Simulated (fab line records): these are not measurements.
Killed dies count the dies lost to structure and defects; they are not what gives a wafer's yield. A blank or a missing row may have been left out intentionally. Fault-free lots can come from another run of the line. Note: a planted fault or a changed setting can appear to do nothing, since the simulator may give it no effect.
Matching of chambers ; flow sky130 ; rie_diel-02 running SKY_VIA1_ETCH_15: 4 sister chambers
The step etches SiO2 in C4F8/O2/Ar, stops on TiN, target depth 351 nm, time 54 s. 4 wafers are shown with their chamber, then 8 later ones without.

== WAFERS PAIRED WITH THEIR CHAMBERS ==
wafer;chamber;oes_product_au (a.u.)
L079.4;0;0.986
L082.5;3;0.979
L082.6;2;0.988
L090.1;1;0.986

== WAFERS MISSING THEIR CHAMBER ==
wafer;oes_product_au (a.u.)
L090.2;0.982
L090.6;0.980
L097.1;0.952
L097.2;0.973
L097.3;0.984
L097.4;0.975
L097.5;0.979
L097.6;0.956

== EACH ONE'S CHAMBER ==
wafer;from the rows above;in truth
L090.2;can't be placed: 3 or 0 or 1 or 2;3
L090.6;can't be placed: 3 or 0 or 1 or 2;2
L097.1;can't be placed: 3 or 0 or 1 or 2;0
L097.2;can't be placed: 3 or 0 or 1 or 2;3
L097.3;can't be placed: 0 or 1 or 2 or 3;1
L097.4;can't be placed: 3 or 0 or 1 or 2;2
L097.5;can't be placed: 3 or 0 or 1 or 2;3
L097.6;can't be placed: 3 or 0 or 1 or 2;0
0 of 8 placed correctly. From these rows, 8 cannot be placed; in 8 the true chamber is one of the candidates. 0 placed wrongly.
How it was worked out, from the rows above alone: a wafer's distance from a chamber is the root of the sum, over the readings, of the square of ((its reading less the chamber's mean) divided by the reading's scatter). The wafer belongs to the nearest chamber; if the next one is less than 2 further off, it can't be placed. Each chamber's mean is taken over the wafers shown for it. The scatter: root of mean squared gap, hidden wafer to nearest shown wafer, with one shown wafer a chamber.
